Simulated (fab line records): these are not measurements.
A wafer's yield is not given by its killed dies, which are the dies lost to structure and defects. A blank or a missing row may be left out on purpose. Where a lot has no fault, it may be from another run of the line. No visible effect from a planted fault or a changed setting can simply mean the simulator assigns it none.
Which tool is to blame? | flow gf180mcu | 24 lots, 72 wafers sampled, at 4 steps of a route of 602

## WHAT EACH GAUGE READ, for each wafer
GF_HV_LDD_OVL_MEAS_32. Usual: HV_LDD_02_OVL 0.3 nm, standard deviation 1.2.
lot  | measured     | on         | HV_LDD_02_OVL (nm) | flag
L074 | day 11 11:07 | overlay-02 | -0.7 1.0 0.4       |
L075 | day 11 17:01 | overlay-01 | 0.9 1.9 0.1        |
L076 | day 12 03:50 | overlay-02 | 1.8 3.4 1.4        |
L077 | day 12 11:42 | overlay-01 | 1.4 1.8 0.8        |
L078 | day 12 21:35 | overlay-01 | -0.8 -0.4 -0.3     |
L079 | day 12 23:15 | overlay-02 | -0.6 0.9 0.5       |
L080 | day 13 03:46 | overlay-02 | 1.1 0.8 2.2        |
L081 | day 13 11:18 | overlay-01 | 1.4 0.1 -1.0       |
L082 | day 13 19:12 | overlay-01 | -2.3 0.1 -2.3      |
L083 | day 14 06:00 | overlay-01 | 0.7 2.3 0.3        |
L084 | day 14 10:25 | overlay-02 | 0.5 1.1 0.6        |
L085 | day 14 19:21 | overlay-01 | -0.3 -0.3 -0.5     |
L086 | day 15 11:35 | overlay-01 | -1.2 0.6 -0.7      |
L087 | day 15 12:33 | overlay-01 | 0.8 3.0 1.4        |
L088 | day 16 03:15 | overlay-01 | -0.5 0.2 0.3       |
L089 | day 16 20:44 | overlay-02 | -0.1 1.6 -0.5      |
L090 | day 17 06:14 | overlay-01 | -0.8 2.0 2.5       |
L091 | day 18 03:18 | overlay-01 | 1.5 0.7 -0.1       |
L092 | day 18 03:28 | overlay-02 | 0.0 0.7 -0.6       |
L093 | day 18 17:53 | overlay-02 | 2.5 2.0 0.6        |
L094 | day 19 01:58 | overlay-01 | 0.2 1.1 -0.2       |
L096 | day 19 11:15 | overlay-01 | -0.9 0.6 0.6       |
L097 | day 19 12:45 | overlay-01 | -0.5 1.2 0.7       |
L095 | day 19 13:17 | overlay-01 | -2.0 -1.1 -0.7     |

GF_V1_THK_MEAS_03. Usual: V1_CVD_02_THK 849 nm, standard deviation 11.
lot  | measured     | on            | V1_CVD_02_THK (nm) | flag
L074 | day 16 23:10 | film_metro-01 | 838 847 853        |
L075 | day 17 05:35 | film_metro-03 | 847 845 834        |
L076 | day 17 17:37 | film_metro-03 | 857 833 845        |
L077 | day 18 03:31 | film_metro-01 | 849 834 845        |
L078 | day 18 15:47 | film_metro-03 | 844 834 842        |
L079 | day 18 16:52 | film_metro-01 | 843 843 866        |
L080 | day 18 21:34 | film_metro-02 | 851 827 832        |
L081 | day 19 07:23 | film_metro-03 | 843 843 857        |
L082 | day 19 15:14 | film_metro-02 | 836 843 863        |
L083 | day 20 05:00 | film_metro-01 | 836 853 840        |
L084 | day 20 10:50 | film_metro-01 | 844 845 836        |
L085 | day 20 19:53 | film_metro-02 | 842 867 862        |
L086 | day 21 14:17 | film_metro-01 | 854 850 858        |
L087 | day 21 16:31 | film_metro-02 | 850 851 853        |
L088 | day 22 06:01 | film_metro-03 | 838 851 852        |
L089 | day 23 01:04 | film_metro-01 | 841 846 851        |
L090 | day 23 12:45 | film_metro-01 | 845 855 853        |
L091 | day 24 06:11 | film_metro-03 | 847 848 851        |
L092 | day 24 07:26 | film_metro-03 | 850 845 863        |
L093 | day 24 22:51 | film_metro-01 | 852 870 864        |
L094 | day 25 04:13 | film_metro-02 | 846 835 855        |
L096 | day 25 12:49 | film_metro-02 | 846 851 860        |
L097 | day 25 14:28 | film_metro-01 | 851 856 870        |
L095 | day 25 15:28 | film_metro-03 | 855 859 874        |

GF_V3_THK_MEAS_25: measures by xrf. Usual: V3_W_THK 357 nm, standard deviation 6.7.
lot  | measured     | on            | V3_W_THK (nm) | flag
L074 | day 22 04:02 | film_metro-01 | 343 338 342   |
L075 | day 22 10:17 | film_metro-02 | 356 354 354   |
L076 | day 22 22:34 | film_metro-02 | 352 357 355   |
L077 | day 23 08:07 | film_metro-01 | 354 356 354   |
L078 | day 23 18:40 | film_metro-02 | 357 359 351   |
L079 | day 23 19:53 | film_metro-02 | 355 357 359   |
L080 | day 24 01:35 | film_metro-03 | 348 354 352   |
L081 | day 24 11:16 | film_metro-03 | 357 355 356   |
L082 | day 24 17:28 | film_metro-02 | 360 360 360   |
L083 | day 25 06:09 | film_metro-02 | 358 360 362   |
L084 | day 25 12:17 | film_metro-01 | 347 353 348   |
L085 | day 25 20:50 | film_metro-02 | 367 368 364   |
L086 | day 26 13:17 | film_metro-03 | 359 351 357   |
L087 | day 26 14:45 | film_metro-01 | 349 350 350   |
L088 | day 27 01:38 | film_metro-02 | 356 359 359   |
L089 | day 27 19:16 | film_metro-02 | 363 363 365   |
L090 | day 28 06:10 | film_metro-02 | 357 352 358   |
L091 | day 28 21:50 | film_metro-01 | 352 360 358   |
L092 | day 28 22:37 | film_metro-03 | 346 370 366   |
L093 | day 29 12:13 | film_metro-03 | 353 369 354   |
L094 | day 29 14:44 | film_metro-02 | 367 367 359   |
L096 | day 30 01:33 | film_metro-02 | 371 360 376   |
L097 | day 30 02:06 | film_metro-03 | 354 356 357   |
L095 | day 30 02:29 | film_metro-03 | 347 355 357   |

## EACH LOT AND THE TOOL THAT RAN IT (in order: tool; ch and the chambers of the sampled wafers; start)
lot  | GF_M1_STRIP_17
L074 | plasma_asher-01 ch 0, day 16 22:25
L075 | plasma_asher-01 ch 0,1, day 17 04:49
L076 | plasma_asher-02 ch 0,1, day 17 16:51
L077 | plasma_asher-02 ch 0,1, day 18 02:47
L078 | plasma_asher-03 ch 0,1, day 18 15:03
L079 | plasma_asher-03 ch 1, day 18 16:07
L080 | plasma_asher-01 ch 0,1, day 18 20:48
L081 | plasma_asher-03 ch 0,1, day 19 06:39
L082 | plasma_asher-02 ch 0,1, day 19 14:30
L083 | plasma_asher-02 ch 0,1, day 20 04:14
L084 | plasma_asher-01 ch 0,1, day 20 10:02
L085 | plasma_asher-01 ch 0,1, day 20 19:08
L086 | plasma_asher-01 ch 0,1, day 21 13:33
L087 | plasma_asher-02 ch 0,1, day 21 15:48
L088 | plasma_asher-03 ch 0,1, day 22 05:18
L089 | plasma_asher-03 ch 0, day 23 00:19
L090 | plasma_asher-01 ch 0,1, day 23 11:58
L091 | plasma_asher-02 ch 0,1, day 24 05:27
L092 | plasma_asher-03 ch 0,1, day 24 06:41
L093 | plasma_asher-01 ch 0,1, day 24 22:06
L094 | plasma_asher-01 ch 0,1, day 25 03:29
L096 | plasma_asher-03 ch 0,1, day 25 12:04
L097 | plasma_asher-03 ch 1, day 25 13:42
L095 | plasma_asher-02 ch 0,1, day 25 14:43
- GF_M1_STRIP_17: strips in O2/N2.

## AS READ BY THE TOOLS THEMSELVES (means over the sampled wafers that have a number; for cases with no such wafer, the mark the record gives instead)
GF_M1_STRIP_17. Usual: drypump_motor_current_A 5.8 A, standard deviation 0.51; heater_power_w 340 W, standard deviation 22; o2_flow_sccm 3001 sccm, standard deviation 9.7; oes_product_au 0.537 a.u., standard deviation 0.005; strip_time_to_endpoint_s 7.36 s, standard deviation 0.043.
lot  | tool            | drypump_motor_current_A (A) | heater_power_w (W) | o2_flow_sccm (sccm) | oes_product_au (a.u.) | strip_time_to_endpoint_s (s) | flag
L074 | plasma_asher-01 | 6.5                         | 333                | 3001                | 0.542                 | 7.38                         |
L075 | plasma_asher-01 | 6.4                         | 344                | 2998                | 0.542                 | 7.41                         |
L076 | plasma_asher-02 | 5.7                         | 320                | 2982                | 0.539                 | 7.35                         |
L077 | plasma_asher-02 | 5.4                         | 325                | 3000                | 0.535                 | 7.31                         |
L078 | plasma_asher-03 | 5.4                         | 331                | 2992                | 0.537                 | 7.30                         |
L079 | plasma_asher-03 | 5.3                         | 316                | 2998                | 0.540                 | 7.40                         |
L080 | plasma_asher-01 | 6.4                         | 349                | 2998                | 0.545                 | 7.40                         |
L081 | plasma_asher-03 | 5.4                         | 336                | 2996                | 0.533                 | 7.29                         |
L082 | plasma_asher-02 | 5.4                         | 328                | 3002                | 0.537                 | 7.32                         |
L083 | plasma_asher-02 | 5.4                         | 326                | 3010                | 0.537                 | 7.38                         |
L084 | plasma_asher-01 | 6.4                         | 359                | 2998                | 0.531                 | 7.29                         |
L085 | plasma_asher-01 | 6.4                         | 349                | 3002                | 0.539                 | 7.35                         |
L086 | plasma_asher-01 | 6.4                         | 355                | 3002                | 0.539                 | 7.38                         |
L087 | plasma_asher-02 | 5.4                         | 321                | 2997                | 0.539                 | 7.39                         |
L088 | plasma_asher-03 | 5.5                         | 348                | 2990                | 0.539                 | 7.37                         |
L089 | plasma_asher-03 | 5.5                         | 364                | 2993                | 0.539                 | 7.41                         |
L090 | plasma_asher-01 | 6.4                         | 346                | 3003                | 0.539                 | 7.32                         |
L091 | plasma_asher-02 | 5.7                         | 324                | 3009                | 0.538                 | 7.37                         |
L092 | plasma_asher-03 | 5.4                         | 345                | 2993                | 0.533                 | 7.38                         |
L093 | plasma_asher-01 | 6.4                         | 358                | 3001                | 0.538                 | 7.38                         |
L094 | plasma_asher-01 | 6.4                         | 365                | 3000                | 0.536                 | 7.29                         |
L096 | plasma_asher-03 | 5.4                         | 352                | 3002                | 0.535                 | 7.38                         |
L097 | plasma_asher-03 | 5.2                         | 316                | 3011                | 0.540                 | 7.38                         |
L095 | plasma_asher-02 | 5.7                         | 322                | 2996                | 0.539                 | 7.38                         |

## THE ANSWER, worked out from the rows above alone
Rule: lot off if the mean of its wafers having a number is beyond 3 standard deviations from the usual mean. A lot without any number at a reading at which 4 lots or more have one is off too. The other lots that the step has rows for count as sound. Order of review: gauges by route order, followed by the tools' own readings, for which a lot's mean as printed above is used. The first step at which some lot is off is used, and at that step the reading that is off furthest; a lot without a number counts as furthest.
No lot is off at any reading shown: from this, nothing can be told.

## WHAT THE SIMULATOR HAD PUT IN
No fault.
